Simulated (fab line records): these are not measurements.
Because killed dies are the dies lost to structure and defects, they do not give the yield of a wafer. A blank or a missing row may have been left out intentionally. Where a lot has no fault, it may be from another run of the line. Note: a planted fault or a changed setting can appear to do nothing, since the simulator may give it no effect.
Which tool did it? || flow sfq-line || 14 lots, 42 wafers sampled, at 3 steps of a route of 325

## WHAT EACH GAUGE READ, for each wafer
SFQ_M6_OVL_MEAS_940. Usual: M6_OVL 2 nm, standard deviation 4.9.
{"lot": "L153", "measured": "day 73 01:08", "on": "overlay-01", "M6_OVL (nm)": "-1 2 6", "flag": ""}
{"lot": "L154", "measured": "day 73 02:19", "on": "overlay-01", "M6_OVL (nm)": "2 4 1", "flag": ""}
{"lot": "L155", "measured": "day 73 06:22", "on": "overlay-02", "M6_OVL (nm)": "4 7 -1", "flag": ""}
{"lot": "L156", "measured": "day 73 08:46", "on": "overlay-01", "M6_OVL (nm)": "11 10 14", "flag": ""}
{"lot": "L157", "measured": "day 73 13:34", "on": "overlay-02", "M6_OVL (nm)": "5 1 -3", "flag": ""}
{"lot": "L158", "measured": "day 77 05:53", "on": "overlay-02", "M6_OVL (nm)": "-8 1 -2", "flag": ""}
{"lot": "L159", "measured": "day 77 11:52", "on": "overlay-02", "M6_OVL (nm)": "2 7 8", "flag": ""}
{"lot": "L160", "measured": "day 77 22:13", "on": "overlay-02", "M6_OVL (nm)": "0 -1 0", "flag": ""}
{"lot": "L161", "measured": "day 78 00:38", "on": "overlay-02", "M6_OVL (nm)": "2 -1 3", "flag": ""}
{"lot": "L164", "measured": "day 80 13:11", "on": "overlay-01", "M6_OVL (nm)": "7 8 4", "flag": ""}
{"lot": "L169", "measured": "day 81 01:56", "on": "overlay-01", "M6_OVL (nm)": "2 7 7", "flag": ""}
{"lot": "L172", "measured": "day 81 05:32", "on": "overlay-02", "M6_OVL (nm)": "1 -8 -5", "flag": ""}
{"lot": "L174", "measured": "day 81 07:56", "on": "overlay-02", "M6_OVL (nm)": "3 5 0", "flag": ""}
{"lot": "L175", "measured": "day 81 09:08", "on": "overlay-02", "M6_OVL (nm)": "9 7 12", "flag": ""}

SFQ_I6_OVL_MEAS_942. Usual: I6_OVL 1 nm, standard deviation 5.3.
{"lot": "L153", "measured": "day 73 09:58", "on": "overlay-01", "I6_OVL (nm)": "-4 0 6", "flag": ""}
{"lot": "L154", "measured": "day 73 11:46", "on": "overlay-02", "I6_OVL (nm)": "7 10 10", "flag": ""}
{"lot": "L155", "measured": "day 73 15:58", "on": "overlay-02", "I6_OVL (nm)": "-8 0 -4", "flag": ""}
{"lot": "L156", "measured": "day 76 22:40", "on": "overlay-02", "I6_OVL (nm)": "2 5 2", "flag": ""}
{"lot": "L157", "measured": "day 77 10:40", "on": "overlay-02", "I6_OVL (nm)": "3 -2 3", "flag": ""}
{"lot": "L158", "measured": "day 77 20:23", "on": "overlay-01", "I6_OVL (nm)": "6 3 7", "flag": ""}
{"lot": "L159", "measured": "day 77 21:35", "on": "overlay-01", "I6_OVL (nm)": "-1 4 0", "flag": ""}
{"lot": "L160", "measured": "day 81 09:00", "on": "overlay-01", "I6_OVL (nm)": "-1 -4 -6", "flag": ""}
{"lot": "L161", "measured": "day 81 12:37", "on": "overlay-01", "I6_OVL (nm)": "2 5 3", "flag": ""}
{"lot": "L164", "measured": "day 83 21:12", "on": "overlay-02", "I6_OVL (nm)": "1 1 2", "flag": ""}
{"lot": "L169", "measured": "day 84 12:56", "on": "overlay-01", "I6_OVL (nm)": "-2 -3 -3", "flag": ""}
{"lot": "L172", "measured": "day 84 23:51", "on": "overlay-02", "I6_OVL (nm)": "-10 1 2", "flag": ""}
{"lot": "L174", "measured": "day 85 07:04", "on": "overlay-02", "I6_OVL (nm)": "-4 -2 1", "flag": ""}
{"lot": "L175", "measured": "day 85 08:15", "on": "overlay-01", "I6_OVL (nm)": "0 -2 3", "flag": ""}

## WHAT TOOL EACH LOT RAN ON (gives the tool, then ch and the chambers of the sampled wafers, and finally the start)
{"lot": "L153", "SFQ_TRILAYER_M6_BARC_OPEN_METAL_ETCH_206": "rie-metal-03 ch 0,1, day 73 01:10"}
{"lot": "L154", "SFQ_TRILAYER_M6_BARC_OPEN_METAL_ETCH_206": "rie-metal-04 ch 0,1, day 73 02:21"}
{"lot": "L155", "SFQ_TRILAYER_M6_BARC_OPEN_METAL_ETCH_206": "rie-metal-04 ch 0,1, day 73 06:23"}
{"lot": "L156", "SFQ_TRILAYER_M6_BARC_OPEN_METAL_ETCH_206": "rie-metal-04 ch 0,1, day 73 08:47"}
{"lot": "L157", "SFQ_TRILAYER_M6_BARC_OPEN_METAL_ETCH_206": "rie-metal-03 ch 0, day 73 13:37"}
{"lot": "L158", "SFQ_TRILAYER_M6_BARC_OPEN_METAL_ETCH_206": "rie-metal-04 ch 0, day 77 05:56"}
{"lot": "L159", "SFQ_TRILAYER_M6_BARC_OPEN_METAL_ETCH_206": "rie-metal-04 ch 0, day 77 11:55"}
{"lot": "L160", "SFQ_TRILAYER_M6_BARC_OPEN_METAL_ETCH_206": "rie-metal-02 ch 0,1, day 77 22:16"}
{"lot": "L161", "SFQ_TRILAYER_M6_BARC_OPEN_METAL_ETCH_206": "rie-metal-04 ch 0, day 78 00:40"}
{"lot": "L164", "SFQ_TRILAYER_M6_BARC_OPEN_METAL_ETCH_206": "rie-metal-03 ch 1, day 80 13:13"}
{"lot": "L169", "SFQ_TRILAYER_M6_BARC_OPEN_METAL_ETCH_206": "rie-metal-03 ch 0,1, day 81 01:58"}
{"lot": "L172", "SFQ_TRILAYER_M6_BARC_OPEN_METAL_ETCH_206": "rie-metal-03 ch 0,1, day 81 05:34"}
{"lot": "L174", "SFQ_TRILAYER_M6_BARC_OPEN_METAL_ETCH_206": "rie-metal-03 ch 0,1, day 81 07:59"}
{"lot": "L175", "SFQ_TRILAYER_M6_BARC_OPEN_METAL_ETCH_206": "rie-metal-04 ch 0,1, day 81 09:10"}
- SFQ_TRILAYER_M6_BARC_OPEN_METAL_ETCH_206: etches BARC in O2, target depth 125 nm, time 41.7 s.

## WHAT THE TOOLS THEMSELVES READ (means of the sampled wafers that have a number; where no wafer has one, the mark that the record gives instead)
SFQ_TRILAYER_M6_BARC_OPEN_METAL_ETCH_206. Usual: bias-w 79.97 W, standard deviation 0.25; drypump-motor-current-A 5.5 A, standard deviation 0.32; oes-product-au 0.685 a.u., standard deviation 0.005; rf-fwd-power-W 593.6 W, standard deviation 2.8; run-length-s 70.0 s, standard deviation 0.4.
{"lot": "L153", "tool": "rie-metal-03", "bias-w (W)": 79.85, "drypump-motor-current-A (A)": 5.7, "oes-product-au (a.u.)": 0.679, "rf-fwd-power-W (W)": 595.4, "run-length-s (s)": 70.3, "flag": ""}
{"lot": "L154", "tool": "rie-metal-04", "bias-w (W)": 79.65, "drypump-motor-current-A (A)": 5.4, "oes-product-au (a.u.)": 0.688, "rf-fwd-power-W (W)": 593.4, "run-length-s (s)": 70.2, "flag": ""}
{"lot": "L155", "tool": "rie-metal-04", "bias-w (W)": 79.93, "drypump-motor-current-A (A)": 5.5, "oes-product-au (a.u.)": 0.684, "rf-fwd-power-W (W)": 593.5, "run-length-s (s)": 70.0, "flag": ""}
{"lot": "L156", "tool": "rie-metal-04", "bias-w (W)": 79.98, "drypump-motor-current-A (A)": 5.4, "oes-product-au (a.u.)": 0.691, "rf-fwd-power-W (W)": 593.1, "run-length-s (s)": 69.9, "flag": ""}
{"lot": "L157", "tool": "rie-metal-03", "bias-w (W)": 80.31, "drypump-motor-current-A (A)": 5.9, "oes-product-au (a.u.)": 0.686, "rf-fwd-power-W (W)": 593.4, "run-length-s (s)": 70.5, "flag": ""}
{"lot": "L158", "tool": "rie-metal-04", "bias-w (W)": 79.85, "drypump-motor-current-A (A)": 5.4, "oes-product-au (a.u.)": 0.685, "rf-fwd-power-W (W)": 595.0, "run-length-s (s)": 69.8, "flag": ""}
{"lot": "L159", "tool": "rie-metal-04", "bias-w (W)": 80.32, "drypump-motor-current-A (A)": 5.4, "oes-product-au (a.u.)": 0.685, "rf-fwd-power-W (W)": 595.3, "run-length-s (s)": 69.8, "flag": ""}
{"lot": "L160", "tool": "rie-metal-02", "bias-w (W)": 79.94, "drypump-motor-current-A (A)": 6.0, "oes-product-au (a.u.)": 0.683, "rf-fwd-power-W (W)": 590.6, "run-length-s (s)": 70.7, "flag": ""}
{"lot": "L161", "tool": "rie-metal-04", "bias-w (W)": 79.91, "drypump-motor-current-A (A)": 5.4, "oes-product-au (a.u.)": 0.681, "rf-fwd-power-W (W)": 594.8, "run-length-s (s)": 69.6, "flag": ""}
{"lot": "L164", "tool": "rie-metal-03", "bias-w (W)": 80.11, "drypump-motor-current-A (A)": 5.2, "oes-product-au (a.u.)": 0.685, "rf-fwd-power-W (W)": 595.5, "run-length-s (s)": 69.9, "flag": ""}
{"lot": "L169", "tool": "rie-metal-03", "bias-w (W)": 79.85, "drypump-motor-current-A (A)": 5.6, "oes-product-au (a.u.)": 0.684, "rf-fwd-power-W (W)": 596.7, "run-length-s (s)": 70.2, "flag": ""}
{"lot": "L172", "tool": "rie-metal-03", "bias-w (W)": 79.79, "drypump-motor-current-A (A)": 5.7, "oes-product-au (a.u.)": 0.681, "rf-fwd-power-W (W)": 596.1, "run-length-s (s)": 70.3, "flag": ""}
{"lot": "L174", "tool": "rie-metal-03", "bias-w (W)": 80.06, "drypump-motor-current-A (A)": 5.4, "oes-product-au (a.u.)": 0.686, "rf-fwd-power-W (W)": 595.9, "run-length-s (s)": 70.4, "flag": ""}
{"lot": "L175", "tool": "rie-metal-04", "bias-w (W)": 79.89, "drypump-motor-current-A (A)": 5.4, "oes-product-au (a.u.)": 0.683, "rf-fwd-power-W (W)": 594.4, "run-length-s (s)": 69.7, "flag": ""}

## THE ANSWER, worked out from the rows above alone
Rule: a lot counts as off when the mean over its wafers that have a number is more than 3 standard deviations away from the usual mean. Also off: a lot with no number at a reading for which 4 or more lots have one. All remaining lots with rows at the step are treated as sound. First the gauges in route order, then the tools' own readings, where a lot's mean is used as printed above. At the first step where some lot is off, the reading lying furthest off is the one used; lots without a number count as furthest.
Across all readings shown, no lot is off: no conclusion can be drawn from this.

## WHAT WAS PUT IN BY THE SIMULATOR
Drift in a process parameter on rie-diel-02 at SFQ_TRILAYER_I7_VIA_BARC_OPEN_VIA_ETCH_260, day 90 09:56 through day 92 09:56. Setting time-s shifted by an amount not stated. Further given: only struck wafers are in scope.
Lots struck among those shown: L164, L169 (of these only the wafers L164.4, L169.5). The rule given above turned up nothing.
